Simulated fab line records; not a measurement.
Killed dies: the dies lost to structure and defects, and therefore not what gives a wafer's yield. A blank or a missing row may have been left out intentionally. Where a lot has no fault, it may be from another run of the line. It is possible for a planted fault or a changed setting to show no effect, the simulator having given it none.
fab line records	flow sky130
[record] lots = 15	wafers = 45	last-day = 50
route steps=708 shown PWDE@52 VT_ADJUST_LVTN@105 POLY_CUT@316 CONTACT@411
lots untouched by any fault: they come from a run of this same line in which no faults occurred
start-h: hours from the record's first day to the start of the lot's first wafer shown	wait-h: hours elapsed since this lot's preceding step	" unchanged from the row above	L1.1+2: a single row standing in for several wafers	- no value, or no start given	* or withheld: withheld	< > ~ a bound
route shown NAME@n: names a module that has steps shown in the file, with the first one's number in the route	usual: mean/standard deviation taken from wafers without a fault	same: alike in all rows	chamber/n: place in a boat	sites: the reading at each site	_std_site: their standard deviation	_edge_site: outer sites' mean less inner sites'	radius-mm: for every site, how far away it sits from the centre of the wafer	mask NAME#n: copy n	behind: tool/chamber where the wafer was last shaped	hold: what put the lot on hold/how long, in hours/how the hold closed	device: names the non-switching transistor (n, p or np)	end of line: tests of these same wafers at the route's end	where a step has no rows: the recipe by itself	killed: count of dies lost to structure and defects at first sort (not the wafer's yield)	map: per-die view of a wafer (x killed, . not killed, _ where there is no die)
set.NAME: the setting that was run; set.NAME@STEP: the one run at that earlier step	model.NAME: the simulator's own value behind a step, which no gauge read
one table for each step of the route and one row for each wafer, over a sample of lots
services: when a tool's chamber went out of use (start-h, in hours from the record's first day, below 0 if earlier), for how many hours, and the reason
[[steps]]
[step SKY_PWDE_OVL_MEAS_07]
[usual] PWDE_OVL = 0.0/1.3
lot.wafer	tool	chamber	start-h	wait-h	PWDE_OVL[nm]
L369.1	overlay-01	-	70.43	-	-1.0
L369.3	"	-	"	"	-0.4
L369.5	"	-	"	"	1.5
L370.2	overlay-01	-	72.53	-	1.4
L370.3	"	-	"	"	0.8
L370.5	"	-	"	"	0.1
L371.2	overlay-02	-	78.69	-	-0.9
L371.5	"	-	"	"	1.6
L371.6	"	-	"	"	1.6
L372.1	overlay-01	-	83.78	-	-2.3
L372.4	"	-	"	"	-2.2
L372.6	"	-	"	"	-1.2
L373.1	overlay-01	-	92.08	-	-1.3
L373.4	"	-	"	"	0.1
L373.6	"	-	"	"	-2.3
L374.2	overlay-02	-	93.53	-	1.6
L374.4	"	-	"	"	0.7
L374.5	"	-	"	"	0.4
L375.2	overlay-02	-	101.78	-	-1.2
L375.3	"	-	"	"	-0.4
L375.5	"	-	"	"	-0.4
L376.1	overlay-02	-	108.98	-	0.3
L376.3	"	-	"	"	0.1
L376.6	"	-	"	"	-2.4
L377.1	overlay-02	-	116.08	-	-1.9
L377.2	"	-	"	"	-1.0
L377.5	"	-	"	"	-0.5
L378.2	overlay-01	-	120.09	-	0.2
L378.3	"	-	"	"	1.2
L378.5	"	-	"	"	1.3
L379.1	overlay-01	-	123.18	-	1.7
L379.2	"	-	"	"	0.9
L379.5	"	-	"	"	2.0
L386.3	overlay-02	-	162.59	-	1.0
L386.4	"	-	"	"	0.5
L386.6	"	-	"	"	0.9
L387.2	overlay-02	-	169.19	-	-1.6
L387.3	"	-	"	"	0.5
L387.6	"	-	"	"	0.5
L389.2	overlay-02	-	181.18	-	-2.5
L389.3	"	-	"	"	-1.2
L389.4	"	-	"	"	0.1
L391.1	overlay-02	-	186.13	-	0.7
L391.3	"	-	"	"	-0.8
L391.4	"	-	"	"	0.8
[step SKY_VT_ADJUST_LVTN_IMPLANT_08]
[recipe] species = B	energy-kev = 30	dose-cm2 = 1.57e+12	tilt-deg = withheld
[same] implant-ion-amu = 11
lot.wafer	tool	chamber	start-h	wait-h
L369.1+3+5	implanter-04	0	143.00	0.0
L370.2+3+5	implanter-01	0	146.34	0.0
L371.2+5+6	implanter-01	0	153.44	0.0
L372.1+4+6	implanter-03	0	160.16	0.0
L373.1+4+6	implanter-03	0	168.87	0.0
L373.1+4+6	implanter-03	0	169.18	0.3
L374.2+4+5	implanter-01	0	180.18	0.2
L375.2+3+5	implanter-04	0	182.39	0.6
L376.1+3+6	implanter-04	0	185.72	0.0
L377.1+2+5	implanter-04	0	200.40	0.0
L378.2+3+5	implanter-04	0	202.38	0.0
L378.2+3+5	implanter-04	0	202.69	0.3
L379.1+2+5	implanter-03	0	204.66	0.0
L379.1+2+5	implanter-03	0	205.23	0.5
L386.3+4+6	implanter-04	0	248.66	0.1
L387.2+3+6	implanter-01	0	252.09	0.0
L389.2+3+4	implanter-03	0	268.39	0.0
L391.1+3+4	implanter-01	0	275.22	0.4
[step SKY_VT_ADJUST_LVTN_TW_MEAS_10]
[usual] VT_ADJUST_LVTN_TW = 244.1/2.5
lot.wafer	tool	chamber	start-h	wait-h	VT_ADJUST_LVTN_TW
L369.1	film-metro-04	-	143.25	0.1	246.6
L369.3	"	-	"	"	246.3
L369.5	"	-	"	"	246.6
L370.2	film-metro-02	-	146.57	0.1	245.2
L370.3	"	-	"	"	244.2
L370.5	"	-	"	"	243.0
L371.2	film-metro-02	-	153.67	0.1	241.9
L371.5	"	-	"	"	243.0
L371.6	"	-	"	"	242.8
L372.1	film-metro-03	-	160.41	0.1	241.9
L372.4	"	-	"	"	242.0
L372.6	"	-	"	"	241.6
L373.1	film-metro-02	-	169.43	0.1	298.1
L373.4	"	-	"	"	299.2
L373.6	"	-	"	"	301.0
L374.2	film-metro-03	-	180.41	0.1	241.9
L374.4	"	-	"	"	241.6
L374.5	"	-	"	"	244.0
L375.2	film-metro-02	-	182.68	0.1	244.7
L375.3	"	-	"	"	243.7
L375.5	"	-	"	"	244.9
L376.1	film-metro-02	-	185.97	0.1	244.3
L376.3	"	-	"	"	243.7
L376.6	"	-	"	"	245.2
L377.1	film-metro-04	-	200.65	0.1	248.0
L377.2	"	-	"	"	246.5
L377.5	"	-	"	"	248.0
L378.2	film-metro-02	-	202.93	0.1	299.4
L378.3	"	-	"	"	298.5
L378.5	"	-	"	"	298.7
L379.1	film-metro-04	-	205.64	0.2	303.4
L379.2	"	-	"	"	305.5
L379.5	"	-	"	"	302.9
L386.3	film-metro-03	-	248.88	0.1	241.2
L386.4	"	-	"	"	240.9
L386.6	"	-	"	"	242.0
L387.2	film-metro-03	-	252.32	0.1	242.5
L387.3	"	-	"	"	239.4
L387.6	"	-	"	"	239.8
L389.2	film-metro-02	-	268.63	0.1	245.1
L389.3	"	-	"	"	245.1
L389.4	"	-	"	"	244.6
L391.1	film-metro-03	-	275.47	0.1	241.7
L391.3	"	-	"	"	242.0
L391.4	"	-	"	"	241.1
[step SKY_POLY_CUT_OVL_MEAS_09]
[usual] POLY_CUT_OVL = -3/4.8
lot.wafer	tool	chamber	start-h	wait-h	POLY_CUT_OVL[nm]
L369.1	overlay-01	-	557.20	0.1	-2
L369.3	"	-	"	"	-3
L369.5	"	-	"	"	-2
L370.2	overlay-02	-	560.35	0.1	-13
L370.3	"	-	"	"	-7
L370.5	"	-	"	"	-10
L371.2	overlay-01	-	576.64	0.1	-10
L371.5	"	-	"	"	1
L371.6	"	-	"	"	-8
L372.1	overlay-01	-	578.40	0.1	0
L372.4	"	-	"	"	1
L372.6	"	-	"	"	-3
L373.1	overlay-01	-	590.28	0.1	-1
L373.4	"	-	"	"	-5
L373.6	"	-	"	"	-1
L374.2	overlay-01	-	602.40	0.1	0
L374.4	"	-	"	"	4
L374.5	"	-	"	"	2
L375.2	overlay-02	-	609.14	0.1	-1
L375.3	"	-	"	"	4
L375.5	"	-	"	"	-1
L376.1	overlay-01	-	610.65	0.1	2
L376.3	"	-	"	"	7
L376.6	"	-	"	"	-2
L378.2	overlay-01	-	650.15	0.1	-2
L378.3	"	-	"	"	-3
L378.5	"	-	"	"	-11
L377.1	overlay-01	-	650.70	0.1	-2
L377.2	"	-	"	"	-5
L377.5	"	-	"	"	1
L379.1	overlay-01	-	651.24	0.1	-14
L379.2	"	-	"	"	0
L379.5	"	-	"	"	-4
L387.2	overlay-01	-	698.14	0.1	-4
L387.3	"	-	"	"	2
L387.6	"	-	"	"	3
L386.3	overlay-01	-	699.66	0.1	-2
L386.4	"	-	"	"	3
L386.6	"	-	"	"	-2
L389.2	overlay-02	-	711.94	0.1	-4
L389.3	"	-	"	"	-4
L389.4	"	-	"	"	-2
L391.1	overlay-01	-	732.75	0.1	-1
L391.3	"	-	"	"	-7
L391.4	"	-	"	"	-2
[step SKY_CONTACT_BOW_MEAS_05]
[recipe] mode = bow
[usual] CONTACT_BOW = 81/8.1
lot.wafer	tool	chamber	start-h	wait-h	CONTACT_BOW[um]
L369.1	film-metro-01	-	704.66	0.2	60
L369.3	"	-	"	"	75
L369.5	"	-	"	"	72
L370.2	film-metro-04	-	706.37	0.1	78
L370.3	"	-	"	"	90
L370.5	"	-	"	"	85
L371.2	film-metro-01	-	722.78	0.2	93
L371.5	"	-	"	"	81
L371.6	"	-	"	"	81
L372.1	film-metro-01	-	723.63	0.2	77
L372.4	"	-	"	"	75
L372.6	"	-	"	"	73
L373.1	film-metro-01	-	735.45	0.1	69
L373.4	"	-	"	"	77
L373.6	"	-	"	"	83
L374.2	film-metro-01	-	746.29	0.2	61
L374.4	"	-	"	"	76
L374.5	"	-	"	"	76
L375.2	film-metro-04	-	753.37	0.2	76
L375.3	"	-	"	"	96
L375.5	"	-	"	"	94
L376.1	film-metro-01	-	754.00	0.1	75
L376.3	"	-	"	"	88
L376.6	"	-	"	"	79
L378.2	film-metro-04	-	792.17	0.2	92
L378.3	"	-	"	"	75
L378.5	"	-	"	"	88
L377.1	film-metro-02	-	793.07	0.1	92
L377.2	"	-	"	"	94
L377.5	"	-	"	"	81
L379.1	film-metro-02	-	794.99	0.2	88
L379.2	"	-	"	"	80
L379.5	"	-	"	"	80
L387.2	film-metro-01	-	839.71	0.1	86
L387.3	"	-	"	"	82
L387.6	"	-	"	"	81
L386.3	film-metro-04	-	840.50	0.2	96
L386.4	"	-	"	"	92
L386.6	"	-	"	"	86
L389.2	film-metro-04	-	852.04	0.2	89
L389.3	"	-	"	"	94
L389.4	"	-	"	"	77
L391.1	film-metro-01	-	871.27	0.1	70
L391.3	"	-	"	"	79
L391.4	"	-	"	"	74
[[services]]
tool	chamber	start-h	hours	kind
implanter-04	-	143.59	4.5	repair
implanter-01	-	163.83	5.6	repair
implanter-03	-	174.79	1.3	repair
implanter-04	-	179.34	3.0	repair
implanter-03	-	185.83	2.0	repair
implanter-03	-	210.89	0.8	repair
implanter-04	-	255.73	6.2	pm
implanter-04	-	273.10	14.4	pm
implanter-03	-	273.59	9.3	repair
[[key]]
[first-sign] step = SKY_VT_ADJUST_LVTN_IMPLANT_08	reading = visit	direction = added
[effect] step = SKY_VT_ADJUST_LVTN_TW_MEAS_10	reading = VT_ADJUST_LVTN_TW	direction = up	sigmas = 23	usual = 244.1	struck = 300.7
met-at SKY_VT_ADJUST_LVTN_IMPLANT_08
struck-lots L373,L378,L379
sort-left-out L373.1,L373.4,L373.6
tester-left-out L373,L378,L379
not-acting-at SKY_PWDE_OVL_MEAS_07,SKY_POLY_CUT_OVL_MEAS_09,SKY_CONTACT_BOW_MEAS_05
[fault] kind = repeated-step-whole	tool = implanter-01,implanter-03,implanter-04	chamber = -	onset-h = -	steps = SKY_VT_ADJUST_LVTN_IMPLANT_08	times = 1	scope = struck-lots-only
// tester-left-out: of these lots the tester's yield and bins aren't shown, on N5 and GAA mostly nor the transistor test; their killed dies are dies lost to structure and defects alone, not to doping, threshold or leakage, so they don't give the yield
// sort-left-out: the simulated sort isn't trusted on such a fault, so these wafers' sort isn't shown, and their yield isn't known
